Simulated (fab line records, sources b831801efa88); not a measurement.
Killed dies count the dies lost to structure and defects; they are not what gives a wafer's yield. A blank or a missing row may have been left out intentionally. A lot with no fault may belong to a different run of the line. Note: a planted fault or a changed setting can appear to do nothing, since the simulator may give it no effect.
What tool caused it? -- flow gf180mcu -- 24 lots, 72 wafers sampled, at 2 steps of a route of 602

== WHAT EACH GAUGE READ, for each wafer ==
GF_NWELL_TW_MEAS_11. Usual: NWELL_TW typically reads 1583, with standard deviation 19.
lot,measured,on,NWELL_TW,flag
L074,day 3 07:22,filmMetro-03,1571 1577 1573,
L075,day 3 16:14,filmMetro-04,1584 1590 1585,
L076,day 3 19:02,filmMetro-03,1577 1582 1585,
L077,day 3 23:17,filmMetro-03,1579 1587 1574,
L078,day 4 04:42,filmMetro-03,1544 1550 1560,
L079,day 4 11:47,filmMetro-02,1605 1601 1595,
L080,day 4 16:11,filmMetro-03,1550 1561 1548,
L081,day 4 20:56,filmMetro-03,1557 1546 1548,
L082,day 5 03:20,filmMetro-04,1582 1591 1594,
L083,day 5 10:26,filmMetro-04,1591 1591 1592,
L084,day 5 15:44,filmMetro-04,1589 1582 1582,
L085,day 5 21:08,filmMetro-04,1587 1584 1578,
L086,day 6 00:53,filmMetro-02,1605 1606 1603,
L087,day 6 13:37,filmMetro-02,1601 1611 1610,
L088,day 6 16:20,filmMetro-03,1551 1546 1550,
L089,day 6 19:54,filmMetro-02,1610 1606 1608,
L090,day 7 00:50,filmMetro-04,1579 1585 1584,
L091,day 7 06:25,filmMetro-02,1592 1596 1595,
L092,day 7 12:27,filmMetro-02,1607 1595 1598,
L093,day 7 16:46,filmMetro-04,1575 1578 1576,
L094,day 8 01:44,filmMetro-04,1588 1593 1590,
L095,day 8 04:09,filmMetro-03,1546 1555 1549,
L096,day 8 07:18,filmMetro-04,1595 1597 1597,
L097,day 8 12:47,filmMetro-02,1596 1600 1589,

GF_CONTACT_THK_MEAS_01. Usual: CONTACT_CVD_00_THK typically reads 299.5 nm, with standard deviation 3.
lot,measured,on,CONTACT_CVD_00_THK (nm),flag
L074,day 14 22:09,filmMetro-02,292.8 298.3 297.1,
L075,day 15 12:39,filmMetro-02,294.7 296.2 298.3,
L076,day 15 19:50,filmMetro-02,298.5 299.3 300.5,
L077,day 16 01:07,filmMetro-04,297.5 303.7 303.9,
L078,day 16 06:19,filmMetro-03,299.7 300.3 302.3,
L079,day 17 02:16,filmMetro-02,298.4 298.4 298.8,
L080,day 17 04:35,filmMetro-04,300.8 304.6 304.4,
L081,day 17 12:35,filmMetro-04,297.6 299.1 300.0,
L082,day 17 23:10,filmMetro-04,299.0 294.9 295.4,
L083,day 18 09:19,filmMetro-04,298.7 300.1 299.0,
L084,day 18 20:16,filmMetro-03,302.2 302.8 299.7,
L085,day 19 05:44,filmMetro-03,301.9 300.8 301.1,
L086,day 19 09:58,filmMetro-02,302.1 299.5 302.6,
L087,day 20 03:07,filmMetro-03,298.6 301.4 300.7,
L088,day 20 13:28,filmMetro-03,301.7 302.5 299.1,
L089,day 20 18:28,filmMetro-03,301.2 303.5 300.5,
L090,day 21 03:23,filmMetro-04,298.0 294.6 297.5,
L091,day 21 11:21,filmMetro-04,303.6 301.5 297.5,
L092,day 22 00:18,filmMetro-03,294.7 298.6 295.8,
L093,day 22 04:40,filmMetro-02,299.7 297.4 294.1,
L094,day 22 15:30,filmMetro-02,297.4 300.7 300.4,
L095,day 22 20:05,filmMetro-03,296.1 296.7 297.1,
L096,day 22 21:32,filmMetro-04,303.2 301.5 300.2,
L097,day 23 06:39,filmMetro-02,300.2 299.2 299.3,

== WHAT TOOL EACH LOT RAN ON (gives the tool, then ch and the chambers of the sampled wafers, and finally the start) ==
The record holds no process step before these readings.

== WHAT THE TOOLS THEMSELVES READ (means of the sampled wafers that have a number; where no wafer has one, the mark that the record gives instead) ==
The record holds no such reading with a usual standard deviation.

== THE ANSWER, worked out from the rows above alone ==
Rule: lot off if the mean of its wafers having a number is beyond 3 standard deviations from the usual mean. A lot without any number at a reading at which 4 lots or more have one is off too. The other lots that the step has rows for count as sound. Order of review: gauges by route order, followed by the tools' own readings, for which a lot's mean as printed above is used. The first step at which some lot is off is used, and at that step the reading that is off furthest; a lot without a number counts as furthest.
Nothing can be told from this: no lot is off at any reading shown.

== WHAT WAS PUT IN BY THE SIMULATOR ==
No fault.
